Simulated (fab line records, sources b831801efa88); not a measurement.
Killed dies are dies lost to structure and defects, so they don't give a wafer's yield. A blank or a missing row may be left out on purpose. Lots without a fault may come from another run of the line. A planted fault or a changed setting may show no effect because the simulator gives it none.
fab line records | flow sky130
record lots=12 wafers=36 last_day=50
route steps=708 shown FIELD_ISO@15 DNWELL@44 POLY_GATE@227 PAD_OPEN@708
lots that met no fault: from a run of the same line without faults
start_h: hours from the record's first day to the start of the lot's first wafer shown | wait_h: hours since the lot's step before | " the same as in the row above | L1.1+2: a row that stands for several wafers | - no value, or no start given | * or withheld: withheld | < > ~ a bound
route shown NAME@n: a module of which the file shows steps, and the number in the route of the first | usual: mean/standard deviation of fault-free wafers | same: alike in all rows | chamber/n: place in a boat | sites: the reading at each site | _std_site: their standard deviation | _edge_site: outer sites' mean less inner sites' | radius_mm: how far each site lies from the wafer's centre | mask NAME#n: copy n | behind: the tool/chamber that last shaped the wafer | hold: why the lot was held/for how many hours/how that ended | device: the transistor (n, p or np) that didn't switch | end of line: the same wafers' tests at the end of the route | a step without rows: its recipe alone | killed: dies lost to structure and defects at the first sort, not the wafer's yield | map: a wafer's dies, x killed, . not, _ none there
set.NAME: the setting as run; set.NAME@STEP: as run at that earlier step | model.NAME: the simulator's own value behind a step, which no gauge read
steps of the route over a sample of lots; a table a step, a row a wafer
services: from which hour (start_h, from the record's first day; less than 0 if before it) a tool's chamber was out of use, for how many hours, and why
## steps
# step SKY_FIELD_ISO_ETCH_14
# recipe chemistry=N2/H2 target=BARC ion_energy_ev=200 source_w=500 bias_w=100 pressure_mtorr=30 n2_flow_sccm=100 h2_flow_sccm=200 stop_on=SiO2 time_s=45.9 target_depth_a=600
# usual drypump_motor_current_A=5.5/0.46 oes_product_au=0.855/0.0042 throttle_valve_pct=13.225/0.0096
# columns lot.wafer tool chamber start_h wait_h drypump_motor_current_A oes_product_au rf_hours_counter_h throttle_valve_pct
L817.2 rie_diel-03 2 29.71 0.1 4.9 0.858 2 13.233
L817.4 " 3 " " 5.1 0.851 77 13.234
L817.5 " 0 " " 5.8 0.867 - 13.232
L818.2 rie_diel-02 3 35.16 0.1 5.4 0.860 109 13.236
L818.5 " 1 " " 5.2 0.859 - 13.225
L818.6 " 0 " " 6.0 0.848 - 13.227
L820.2 rie_diel-01 3 43.66 0.1 5.5 0.857 85 13.226
L820.3 " 1 " " 5.6 0.857 7 13.237
L820.5 " 0 " " 5.8 0.858 - 13.229
L821.2 rie_diel-02 2 49.87 0.1 6.4 0.857 47 13.225
L821.4 " 3 " " 5.4 0.855 109 13.217
L821.6 " 2 " " 6.4 0.860 - 13.204
L822.1 rie_diel-02 2 55.27 0.1 6.4 0.858 47 13.234
L822.3 " 3 " " 5.4 0.852 109 13.225
L822.6 " 3 " " 5.4 0.851 - 13.218
L824.1 rie_diel-03 1 64.08 0.1 5.1 0.860 130 13.222
L824.2 " 3 " " 5.1 0.856 77 13.223
L824.6 " 2 " " 4.9 0.853 - 13.216
L825.1 rie_diel-02 0 70.82 0.1 5.9 0.856 58 13.229
L825.4 " 3 " " 5.4 0.860 109 13.228
L825.6 " 2 " " 6.4 0.858 - 13.220
L829.2 rie_diel-02 2 92.01 0.1 6.4 0.857 48 13.224
L829.5 " 1 " " 5.2 0.856 - 13.222
L829.6 " 0 " " 5.9 0.863 - 13.236
L831.1 rie_diel-03 1 102.17 0.1 5.1 0.859 131 13.241
L831.5 " 3 " " 5.1 0.846 - 13.230
L831.6 " 0 " " 5.8 0.857 - 13.229
L834.1 rie_diel-02 0 122.22 0.1 6.0 0.847 60 13.224
L834.3 " 3 " " 5.4 0.850 110 13.205
L834.4 " 2 " " 6.4 0.863 48 13.239
L836.1 rie_diel-01 0 128.98 0.1 5.8 0.856 11 13.237
L836.3 " 2 " " 4.8 0.853 23 13.226
L836.5 " 0 " " 5.8 0.851 - 13.240
L839.2 rie_diel-02 0 146.87 0.1 5.9 0.855 60 13.206
L839.3 " 1 " " 5.1 0.852 61 13.224
L839.4 " 2 " " 6.4 0.861 49 13.217
# step SKY_FIELD_ISO_OXIDATION_22
# recipe temp_c=950 ambient=O2 stabilise_s=600 purge_s=300 target_thk_a=100 ox_time_s=623
# usual spike_tc_lower_C=951.2/1.1 zone_power_upper_pct=19.4/2.7
# columns lot.wafer tool chamber start_h wait_h spike_tc_lower_C zone_power_upper_pct
L817.2 furnace-02 0 31.25 1.0 951.6 22.3
L817.4 " 0 " " 952.7 22.6
L817.5 " 0 " " 951.4 22.4
L818.2 furnace-01 0 36.84 1.1 951.7 17.1
L818.5 " 0 " " 952.1 16.7
L818.6 " 0 " " 949.3 16.7
L820.2 furnace-01 0 44.20 0.0 949.4 17.1
L820.3 " 0 " " 949.1 16.9
L820.5 " 0 " " 951.8 16.6
L821.2 furnace-01 0 51.31 0.9 951.0 17.0
L821.4 " 0 " " 951.8 17.1
L821.6 " 0 " " 949.9 17.1
L822.1 furnace-01 0 56.24 0.4 950.5 17.2
L822.3 " 0 " " 951.0 16.9
L822.6 " 0 " " 951.5 17.0
L824.1 furnace-02 0 64.80 0.0 952.1 21.6
L824.2 " 0 " " 952.3 22.1
L824.6 " 0 " " 951.4 21.5
L825.1 furnace-01 0 71.63 0.2 950.6 16.8
L825.4 " 0 " " 951.6 16.9
L825.6 " 0 " " 950.9 17.1
L829.2 furnace-02 0 96.26 3.7 952.1 22.5
L829.5 " 0 " " 953.7 22.4
L829.6 " 0 " " 950.7 22.4
L831.1 furnace-01 0 103.00 0.3 950.4 16.9
L831.5 " 0 " " 951.8 17.0
L831.6 " 0 " " 951.2 16.7
L834.1 furnace-01 0 123.77 1.0 952.5 17.1
L834.3 " 0 " " 952.2 17.0
L834.4 " 0 " " 950.3 16.9
L836.1 furnace-02 0 130.37 0.8 951.2 22.9
L836.3 " 0 " " 952.8 22.1
L836.5 " 0 " " 950.9 21.9
L839.2 furnace-02 0 147.41 0.0 949.4 22.5
L839.3 " 0 " " 950.6 22.0
L839.4 " 0 " " 951.8 22.6
# step SKY_FIELD_ISO_THK_MEAS_23
# recipe reads=SiO2_of_FIELD_ISO_OXIDATION_22
# usual FIELD_ISO_OXIDATION_01_THK=9.92/0.18
# columns lot.wafer tool chamber start_h wait_h FIELD_ISO_OXIDATION_01_THK[nm]
L817.2 film_metro-03 - 32.44 0.0 10.12
L817.4 " - " " 10.13
L817.5 " - " " 10.13
L818.2 film_metro-04 - 38.03 0.0 9.88
L818.5 " - " " 9.96
L818.6 " - " " 9.85
L820.2 film_metro-03 - 45.38 0.0 9.84
L820.3 " - " " 10.02
L820.5 " - " " 9.96
L821.2 film_metro-01 - 52.49 0.0 9.81
L821.4 " - " " 9.64
L821.6 " - " " 9.82
L822.1 film_metro-04 - 57.41 0.0 9.92
L822.3 " - " " 9.94
L822.6 " - " " 10.03
L824.1 film_metro-01 - 65.98 0.0 10.26
L824.2 " - " " 10.26
L824.6 " - " " 10.21
L825.1 film_metro-04 - 72.81 0.0 10.04
L825.4 " - " " 9.97
L825.6 " - " " 9.94
L829.2 film_metro-03 - 97.44 0.0 9.79
L829.5 " - " " 9.65
L829.6 " - " " 9.66
L831.1 film_metro-04 - 104.17 0.0 4.46
L831.5 " - " " 4.09
L831.6 " - " " 4.03
L834.1 film_metro-04 - 124.95 0.0 4.22
L834.3 " - " " 4.31
L834.4 " - " " 4.03
L836.1 film_metro-03 - 131.54 0.0 10.04
L836.3 " - " " 9.96
L836.5 " - " " 9.94
L839.2 film_metro-03 - 148.59 0.0 9.98
L839.3 " - " " 9.87
L839.4 " - " " 9.83
# step SKY_DNWELL_TW_MEAS_09
# usual DNWELL_TW=1116/6.2
# columns lot.wafer tool chamber start_h wait_h DNWELL_TW
L817.2 film_metro-02 - 54.89 0.1 1125
L817.4 " - " " 1120
L817.5 " - " " 1119
L818.2 film_metro-04 - 60.31 0.1 1112
L818.5 " - " " 1117
L818.6 " - " " 1117
L820.2 film_metro-02 - 67.75 0.1 1119
L820.3 " - " " 1123
L820.5 " - " " 1126
L821.2 film_metro-04 - 74.51 0.1 1111
L821.4 " - " " 1116
L821.6 " - " " 1114
L822.1 film_metro-02 - 77.78 0.1 1122
L822.3 " - " " 1120
L822.6 " - " " 1125
L824.1 film_metro-03 - 89.13 0.1 1122
L824.2 " - " " 1121
L824.6 " - " " 1122
L825.1 film_metro-04 - 96.28 0.1 1105
L825.4 " - " " 1116
L825.6 " - " " 1106
L829.2 film_metro-03 - 123.06 0.1 1117
L829.5 " - " " 1114
L829.6 " - " " 1115
L831.1 film_metro-02 - 127.45 0.1 1109
L831.5 " - " " 1102
L831.6 " - " " 1098
L834.1 film_metro-02 - 148.38 0.1 1123
L834.3 " - " " 1121
L834.4 " - " " 1119
L836.1 film_metro-02 - 158.23 0.1 1115
L836.3 " - " " 1128
L836.5 " - " " 1126
L839.2 film_metro-04 - 173.51 0.1 1116
L839.3 " - " " 1122
L839.4 " - " " 1123
# step SKY_POLY_GATE_CD_MEAS_13
# recipe target_cd_nm=150
# usual cd_nm=150.2/1.4
# columns lot.wafer tool chamber start_h wait_h cd_nm
L817.2 cd_sem-01 - 372.46 - 152.0
L817.4 " - " " 152.0
L817.5 " - " " 149.6
L818.2 cd_sem-01 - 383.41 - 150.3
L818.5 " - " " 152.0
L818.6 " - " " 151.2
L820.2 cd_sem-02 - 390.21 - 150.0
L820.3 " - " " 150.8
L820.5 " - " " 151.3
L821.2 cd_sem-02 - 401.91 - 149.1
L821.4 " - " " 149.4
L821.6 " - " " 148.7
L822.1 cd_sem-02 - 404.63 - 149.9
L822.3 " - " " 148.3
L822.6 " - " " 148.5
L824.1 cd_sem-02 - 450.78 - 151.3
L824.2 " - " " 152.0
L824.6 " - " " 150.8
L825.1 cd_sem-02 - 452.08 - 150.6
L825.4 " - " " 152.4
L825.6 " - " " 151.8
L829.2 cd_sem-02 - 494.45 - 148.6
L829.5 " - " " 148.9
L829.6 " - " " 148.5
L831.1 cd_sem-02 - 503.19 - 150.7
L831.5 " - " " 151.0
L831.6 " - " " 149.1
L834.1 cd_sem-01 - 533.33 - 148.6
L834.3 " - " " 148.6
L834.4 " - " " 149.4
L836.1 cd_sem-01 - 545.43 - 149.2
L836.3 " - " " 150.4
L836.5 " - " " 148.5
L839.2 cd_sem-01 - 567.10 - 153.3
L839.3 " - " " 152.7
L839.4 " - " " 152.5
# step SKY_PAD_OPEN_PROBE_99
# usual killed_at_M0_to_M3=44/6.9 killed_at_M4_up=3.3/1.7 killed_at_contacts=24/4.7 killed_at_front_end=15/4.5 killed_at_other=0.2/0.49 killed_dies=86/8.4 killed_on_rim=17/4.2 killed_open=47/6.5 killed_short=39/6
# same gross_dies=492 killed_at_back_side=0
# columns lot.wafer tool chamber start_h wait_h killed_at_M0_to_M3 killed_at_M4_up killed_at_contacts killed_at_front_end killed_at_other killed_dies killed_on_rim killed_open killed_short
L825.1 prober-02 - 1129.96 0.1 50 5 18 12 0 85 12 38 47
L825.4 prober-02 - 1130.11 0.2 44 3 24 15 0 86 16 47 39
L825.6 prober-02 - 1130.21 0.2 34 3 20 19 0 76 10 45 31
# killed by level:class
L825.1 VIA1:geometric_particle:open=12 METAL1:geometric_particle:short=11 CONTACT:geometric_particle:open=9 FIELD_ISO:geometric_particle:short=6 METAL2:geometric_particle:short=6 VIA2:geometric_particle:short=5 LI_CONTACT:geometric_particle:short=4 VIA2:geometric_particle:open=4
L825.4 VIA1:geometric_particle:open=13 CONTACT:geometric_particle:open=11 METAL1:geometric_particle:short=8 VIA2:geometric_particle:short=5 VIA2:geometric_particle:open=5 FIELD_ISO:geometric_particle:open=4 LI_CONTACT:geometric_particle:open=4 CONTACT:geometric_particle:short=4
L825.6 VIA1:geometric_particle:open=14 CONTACT:geometric_particle:open=10 FIELD_ISO:geometric_particle:short=5 POLY_GATE:geometric_particle:open=5 POLY_GATE:geometric_particle:short=5 METAL1:geometric_particle:short=5 LI_CONTACT:geometric_particle:open=4 VIA2:geometric_particle:open=4
## services
# columns tool chamber start_h hours kind
rie_diel-03 1 12.91 6.5 repair
rie_diel-03 - 17.84 1.5 repair
furnace-01 - 22.06 3.7 pm
rie_diel-03 1 39.21 5.5 repair
rie_diel-01 2 40.41 7.6 repair
furnace-01 - 75.84 6.5 pm
rie_diel-02 3 83.17 7.8 repair
rie_diel-01 3 128.06 21.2 repair
rie_diel-01 0 139.73 7.6 repair
## key
first_sign step=SKY_FIELD_ISO_THK_MEAS_23 reading=FIELD_ISO_OXIDATION_01_THK direction=down sigmas=33 usual=9.92 struck=4.19
effect none on later readings
met_at SKY_FIELD_ISO_OXIDATION_22
struck_lots L831,L834
tester_left_out L831,L834
not_acting_at SKY_FIELD_ISO_ETCH_14,SKY_DNWELL_TW_MEAS_09,SKY_POLY_GATE_CD_MEAS_13
onset_between 71.63 103.00
fault kind=process_parameter_drift tool=furnace-01 chamber=- onset_h=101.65 steps=SKY_FIELD_ISO_OXIDATION_22 channel=ox_time_s offset=* shape=step end_h=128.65 acts_in=* stated=*
# tester_left_out: of these lots the tester's yield and bins aren't shown, on N5 and GAA mostly nor the transistor test; their killed dies are dies lost to structure and defects alone, not to doping, threshold or leakage, so they don't give the yield
